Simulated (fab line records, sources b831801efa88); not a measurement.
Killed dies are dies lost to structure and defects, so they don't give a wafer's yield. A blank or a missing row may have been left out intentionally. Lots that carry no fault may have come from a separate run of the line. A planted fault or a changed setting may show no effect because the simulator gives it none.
Which tool was responsible?    flow sky130    10 lots, 30 wafers sampled, at 4 steps of a route of 708

== WHAT THE GAUGES READ, wafer by wafer ==
SKY_VIA2_CD_MEAS_12: target cd 200 nm. Usual: cd_nm 199.8 nm, standard deviation 1.3.
lot   measured      on         cd_nm (nm)         flag
L185  day 35 22:44  cd_sem-02  198.5 198.2 198.3  
L188  day 36 21:58  cd_sem-02  200.3 199.7 200.0  
L190  day 38 23:21  cd_sem-01  200.5 201.2 199.6  
L192  day 39 00:43  cd_sem-01  199.2 197.7 198.8  
L193  day 39 03:25  cd_sem-01  199.3 200.7 199.8  
L195  day 39 05:13  cd_sem-01  199.7 199.0 200.4  
L198  day 40 05:17  cd_sem-02  201.2 201.2 201.1  
L206  day 43 06:24  cd_sem-02  198.2 198.5 199.7  
L207  day 43 06:43  cd_sem-01  198.3 199.8 199.4  
L208  day 43 23:46  cd_sem-01  198.1 199.7 200.8  

== WHAT TOOL EACH LOT RAN ON (gives the tool, then ch and the chambers of the sampled wafers, and finally the start) ==
lot   SKY_METAL2_ETCH_18                 SKY_METAL2_STRIP_20                   SKY_VIA2_CMP_02
L185  rie_metal-01 ch 0,1, day 34 19:28  plasma_asher-01 ch 0,1, day 34 19:37  cmp-01 ch 0,1,2, day 34 20:23
L188  rie_metal-01 ch 0, day 35 19:07    plasma_asher-03 ch 0,1, day 35 19:25  cmp-01 ch 0,1, day 35 20:14
L190  rie_metal-03 ch 0,1, day 37 20:32  plasma_asher-01 ch 0,1, day 37 20:41  cmp-02 ch 1,2, day 37 21:33
L192  rie_metal-02 ch 0,1, day 37 22:12  plasma_asher-03 ch 0,1, day 37 22:22  cmp-01 ch 0,1,2, day 37 23:08
L193  rie_metal-01 ch 0,1, day 38 00:29  plasma_asher-03 ch 0,1, day 38 00:38  cmp-01 ch 0,1, day 38 01:25
L195  rie_metal-02 ch 0,1, day 38 02:40  plasma_asher-03 ch 0,1, day 38 02:49  cmp-01 ch 1,3, day 38 03:35
L198  rie_metal-01 ch 0,1, day 39 04:01  plasma_asher-02 ch 1, day 39 04:10    cmp-01 ch 0,1,2, day 39 04:58
L206  rie_metal-01 ch 0,1, day 42 04:52  plasma_asher-03 ch 0,1, day 42 05:02  cmp-01 ch 0,2,3, day 42 08:32
L207  rie_metal-02 ch 0,1, day 42 05:12  plasma_asher-02 ch 0, day 42 05:21    cmp-02 ch 2,3, day 42 08:47
L208  rie_metal-01 ch 0,1, day 42 23:47  plasma_asher-03 ch 0,1, day 42 23:56  cmp-01 ch 0,2,3, day 43 00:45
- SKY_METAL2_ETCH_18: etches BARC in N2/H2, stops on SiO2, time 45.9 s, target depth 60 nm.
- SKY_METAL2_STRIP_20: strips in O2/N2.
- SKY_VIA2_CMP_02: polishes SiO2.

== AS READ BY THE TOOLS THEMSELVES (means over the sampled wafers that have a number; for cases with no such wafer, the mark the record gives instead) ==
SKY_METAL2_ETCH_18. Usual: bias_w 100.04 W, standard deviation 0.29; drypump_motor_current_A 5.3 A, standard deviation 0.35; oes_product_au 0.855 a.u., standard deviation 0.0047; rf_fwd_power_W 495.0 W, standard deviation 2.5; throttle_valve_pct 13.225 %, standard deviation 0.009.
lot   tool          bias_w (W)  drypump_motor_current_A (A)  oes_product_au (a.u.)  rf_fwd_power_W (W)  throttle_valve_pct (%)  flag
L185  rie_metal-01  99.56       5.4                          0.855                  493.9               13.220                  
L188  rie_metal-01  99.97       5.3                          0.852                  491.9               13.224                  
L190  rie_metal-03  99.93       6.0                          0.855                  496.0               13.225                  
L192  rie_metal-02  100.06      5.0                          0.853                  495.7               13.223                  
L193  rie_metal-01  99.95       5.6                          0.860                  496.5               13.214                  
L195  rie_metal-02  100.13      5.0                          0.852                  496.0               13.224                  
L198  rie_metal-01  100.11      5.4                          0.855                  493.1               13.227                  
L206  rie_metal-01  99.51       5.6                          0.855                  495.7               13.226                  
L207  rie_metal-02  99.74       5.0                          0.857                  496.1               13.223                  
L208  rie_metal-01  100.38      5.6                          0.854                  495.6               13.224                  

SKY_METAL2_STRIP_20. Usual: drypump_motor_current_A 5.53 A, standard deviation 0.26; oes_product_au 0.343 a.u., standard deviation 0.005; strip_time_to_endpoint_s 2.68 s, standard deviation 0.033.
lot   tool             drypump_motor_current_A (A)  oes_product_au (a.u.)  strip_time_to_endpoint_s (s)  flag
L185  plasma_asher-01  5.76                         0.342                  2.66                          
L188  plasma_asher-03  5.45                         0.343                  2.64                          
L190  plasma_asher-01  5.62                         0.343                  2.65                          
L192  plasma_asher-03  5.44                         0.342                  2.70                          
L193  plasma_asher-03  5.41                         0.346                  2.69                          
L195  plasma_asher-03  5.43                         0.336                  2.68                          
L198  plasma_asher-02  5.03                         0.342                  2.69                          
L206  plasma_asher-03  5.45                         0.345                  2.71                          
L207  plasma_asher-02  6.00                         0.340                  2.70                          
L208  plasma_asher-03  5.43                         0.342                  2.71                          

SKY_VIA2_CMP_02. Usual: motor_current_A 11.8 A, standard deviation 0.96; retaining_ring_pressure_frac 1.000, standard deviation 0.005; slurry_flow_ml_min 150.0, standard deviation 0.43.
lot   tool    motor_current_A (A)  retaining_ring_pressure_frac  slurry_flow_ml_min  flag
L185  cmp-01  12.0                 0.998                         149.6               
L188  cmp-01  11.9                 0.998                         149.8               
L190  cmp-02  11.5                 0.994                         150.0               
L192  cmp-01  12.3                 0.996                         150.2               
L193  cmp-01  12.5                 1.002                         150.5               
L195  cmp-01  10.7                 0.999                         149.9               
L198  cmp-01  12.3                 1.002                         149.6               
L206  cmp-01  12.5                 0.999                         149.9               
L207  cmp-02  11.7                 1.003                         150.3               
L208  cmp-01  12.1                 1.002                         149.9               

== THE ANSWER, worked out from the rows above alone ==
Rule: lot off if the mean of its wafers having a number is beyond 3 standard deviations from the usual mean. Also off: a lot with no number at a reading for which 4 or more lots have one. Any other lot the step has rows for is counted as sound. The gauges are gone through in route order, then the tools' own readings, and for those a lot's mean is taken as printed above. The first step at which some lot is off is used, and at that step the reading that is off furthest; a lot without a number counts as furthest.
No lot is off on any of the readings shown, so nothing can be concluded from this.

== WHAT THE SIMULATOR HAD PUT IN ==
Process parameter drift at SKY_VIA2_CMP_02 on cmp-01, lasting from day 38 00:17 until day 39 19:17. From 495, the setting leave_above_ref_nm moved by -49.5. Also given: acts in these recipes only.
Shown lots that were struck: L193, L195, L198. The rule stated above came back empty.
